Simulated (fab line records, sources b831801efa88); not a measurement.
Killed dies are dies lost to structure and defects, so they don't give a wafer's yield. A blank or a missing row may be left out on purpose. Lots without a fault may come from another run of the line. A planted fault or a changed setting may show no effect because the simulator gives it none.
Split-lot experiment | flow sfq_line | 5 lots, 19 wafers read, on a route of 325 steps

THE SPLIT
At SFQ_TRILAYER_M4_LITHO_COAT_093 (resist thk 600 nm), the setting resist_thk_nm was moved away from the recipe's 600 nm on 7 of the 19 wafers read, by -4.8% to +3.9%. The other wafers ran this setting at the recipe's value.

The reading is taken at the split's own step.

THE READING
KrF_of_TRILAYER_M4_LITHO_COAT_093.thk_nm (the simulator's own value, which no gauge read), in nm, at SFQ_TRILAYER_M4_LITHO_COAT_093 (resist thk 600 nm). The file gives no usual value for it. The 12 wafers here that ran the recipe average 599.1 nm, standard deviation 1.2 nm.

wafer  | tool, chamber at the split | resist_thk_nm as run, nm | against the recipe | KrF_of_TRILAYER_M4_LITHO_COAT_093.thk_nm, nm | against lot-mates on the recipe
L074.1 | litho_track-04, 0          | 600                      | recipe             | 599.9                                        | -
L074.2 | litho_track-04, 0          | 623.6                    | +3.9%              | 624.2                                        | +23.7
L074.3 | litho_track-04, 0          | 623.6                    | +3.9%              | 624.4                                        | +23.9
L074.4 | litho_track-04, 0          | 600                      | recipe             | 600.4                                        | -
L074.6 | litho_track-04, 0          | 600                      | recipe             | 601.3                                        | -
L076.2 | litho_track-03, 0          | 600                      | recipe             | 599.9                                        | -
L076.3 | litho_track-03, 0          | 612.6                    | +2.1%              | 612.5                                        | +13.4
L076.6 | litho_track-03, 0          | 600                      | recipe             | 598.3                                        | -
L080.1 | litho_track-02, 0          | 613.7                    | +2.3%              | 612.1                                        | +14.8
L080.2 | litho_track-02, 0          | 613.7                    | +2.3%              | 613.2                                        | +15.9
L080.3 | litho_track-02, 0          | 613.7                    | +2.3%              | 611.8                                        | +14.5
L080.4 | litho_track-02, 0          | 600                      | recipe             | 597.3                                        | -
L080.5 | litho_track-02, 0          | 600                      | recipe             | 597.4                                        | -
L081.2 | litho_track-04, 0          | 571                      | -4.8%              | 569.6                                        | -29.0
L081.4 | litho_track-04, 0          | 600                      | recipe             | 597.4                                        | -
L081.5 | litho_track-04, 0          | 600                      | recipe             | 599.9                                        | -
L082.1 | litho_track-04, 0          | 600                      | recipe             | 599.4                                        | -
L082.2 | litho_track-04, 0          | 600                      | recipe             | 599                                          | -
L082.4 | litho_track-04, 0          | 600                      | recipe             | 598.6                                        | -

THE FIT
A straight line over all 19 wafers: KrF_of_TRILAYER_M4_LITHO_COAT_093.thk_nm changes by +6.19 nm for each +1% of resist_thk_nm; r = +1.00; the points scatter about the line by 1.2 nm.
The same after taking each lot's own level away (the mean of its wafers on the recipe; 19 wafers): +6.14 nm for each +1%; r = +1.00; scatter 0.77 nm.
On that fit, the largest move of resist_thk_nm shifts the reading by 30 nm.
The lots' own levels span 597.35 to 600.53 nm, that is 2.6 times the standard deviation above.
So the lot-to-lot level changes the slope little: the two slopes agree.
Check: with one of the wafers moved furthest among these (-4.8%) left out of the fit, the line predicts -29.9 nm for it against its lot-mates. It came out at -29 nm against them.

OTHER SPLITS ON THESE WAFERS
These wafers also went through other splits before the reading. Each is held against what the fit with the lots' levels taken away leaves over:
other split on the same wafers                 | wafers away from the commonest value | r with KrF_of_TRILAYER_M4_LITHO_COAT_093.thk_nm (lot level and that fit taken away)
SFQ_TRILAYER_M3_BARC_OPEN_METAL_ETCH_100 icp_w | 7                                    | +0.06
SFQ_TRILAYER_I3_CMP_CMP_082 down_force_psi     | 5                                    | +0.28
SFQ_TRILAYER_I3_VIA_LITHO_EXPOSE_086 dose_mj   | 6                                    | +0.28
SFQ_TRILAYER_M4_DEP_SPUTTER_091 power_w        | 3                                    | +0.35

THE FILE'S OWN FIT
KrF_of_TRILAYER_M4_LITHO_COAT_093.thk_nm changes by +6.13 nm for each +1% of resist_thk_nm, r = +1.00.
